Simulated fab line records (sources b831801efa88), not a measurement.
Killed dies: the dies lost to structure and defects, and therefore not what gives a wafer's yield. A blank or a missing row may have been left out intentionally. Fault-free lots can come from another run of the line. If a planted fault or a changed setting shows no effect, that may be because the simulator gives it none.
Split-lot experiment | flow gf180mcu | 23 wafers read across 5 lots, on a route 602 steps long

## THE SPLIT
At GF_NWELL_COAT_02 (resist thk 3000 nm), the setting resist thk nm was moved away from the recipe's 3000 nm on 9 of the 23 wafers read, by +2.0% to +5.9%. For the rest of the wafers, this setting stayed at what the recipe calls for.

The reading is taken at the split's own step.

## THE READING
coat_of_NWELL_COAT_02.thk nm (the simulator's own value, which no gauge read), in nm, at GF_NWELL_COAT_02 (resist thk 3000 nm). There is no usual value for it anywhere in the file. Across the 14 wafers here that went through the recipe, the average is 3001 nm and the standard deviation 9.4 nm.

wafer  | tool, chamber at the split | resist thk nm as run, nm | against the recipe | coat_of_NWELL_COAT_02.thk nm, nm | against lot-mates on the recipe
L079.2 | litho track-02, 0          | 3061                     | +2.0%              | 3057                             | +68
L079.3 | litho track-02, 0          | 3000                     | recipe             | 2995                             | -
L079.4 | litho track-02, 0          | 3000                     | recipe             | 2983                             | -
L079.5 | litho track-02, 0          | 3061                     | +2.0%              | 3053                             | +64
L079.6 | litho track-02, 0          | 3061                     | +2.0%              | 3047                             | +58
L080.2 | litho track-03, 0          | 3000                     | recipe             | 3011                             | -
L080.5 | litho track-03, 0          | 3000                     | recipe             | 2999                             | -
L080.6 | litho track-03, 0          | 3000                     | recipe             | 3002                             | -
L081.1 | litho track-02, 0          | 3000                     | recipe             | 2999                             | -
L081.2 | litho track-02, 0          | 3000                     | recipe             | 3005                             | -
L081.3 | litho track-02, 0          | 3000                     | recipe             | 3008                             | -
L081.4 | litho track-02, 0          | 3000                     | recipe             | 3013                             | -
L081.5 | litho track-02, 0          | 3000                     | recipe             | 3013                             | -
L082.1 | litho track-03, 0          | 3099                     | +3.3%              | 3097                             | +110
L082.2 | litho track-03, 0          | 3000                     | recipe             | 2988                             | -
L082.3 | litho track-03, 0          | 3000                     | recipe             | 2986                             | -
L082.5 | litho track-03, 0          | 3099                     | +3.3%              | 3083                             | +96
L082.6 | litho track-03, 0          | 3099                     | +3.3%              | 3084                             | +97
L084.1 | litho track-03, 0          | 3176                     | +5.9%              | 3185                             | +181
L084.2 | litho track-03, 0          | 3176                     | +5.9%              | 3192                             | +188
L084.4 | litho track-03, 0          | 3000                     | recipe             | 3006                             | -
L084.5 | litho track-03, 0          | 3000                     | recipe             | 3002                             | -
L084.6 | litho track-03, 0          | 3176                     | +5.9%              | 3180                             | +176

THE FIT
A straight line over all 23 wafers: coat_of_NWELL_COAT_02.thk nm changes by +30.4 nm for each +1% of resist thk nm; r = +0.99; the points scatter about the line by 11 nm.
The same after taking each lot's own level away (the mean of its wafers on the recipe; 23 wafers): +30.9 nm for each +1%; r = +1.00; scatter 5.1 nm.
That fit puts the effect of the largest move of resist thk nm on the reading at 1.8e+02 nm.
The span of the lots' own levels, 2987.0 to 3007.6 nm, comes to 2.2 times the standard deviation stated above.
Consequently the slope shifts little with the lot-to-lot level, the two slopes agreeing.
Check: with one of the wafers moved furthest among these (+5.9%) left out of the fit, the line predicts +181 nm for it against its lot-mates. Against them it came out at +181 nm.

## THE OTHER SPLITS THESE WAFERS WENT THROUGH
Before the reading, these wafers also passed through other splits. Each is held against what the fit with the lots' levels taken away leaves over:
other split on the same wafers | wafers away from the commonest value | r with coat_of_NWELL_COAT_02.thk nm (lot level and that fit taken away)
GF_STI_CVD_03 pressure mtorr   | 15                                   | -0.06

## THE WHOLE CHAIN: every reading that the file lists as answering this split, in the file's order
step              | what it does       | reading                                                                       | change (the file's fit)              | r (the file's)
GF_NWELL_COAT_02  | resist thk 3000 nm | coat_of_NWELL_COAT_02.thk nm (the simulator's own value, which no gauge read) | +30.8 nm for each +1% of the setting | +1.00
GF_NWELL_STRIP_10 | strips in O2/N2    | strip time to endpoint s                                                      | withheld for each +1% of the setting | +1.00

## FILE'S OWN FIT
coat_of_NWELL_COAT_02.thk nm changes by +30.8 nm for each +1% of resist thk nm, r = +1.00.
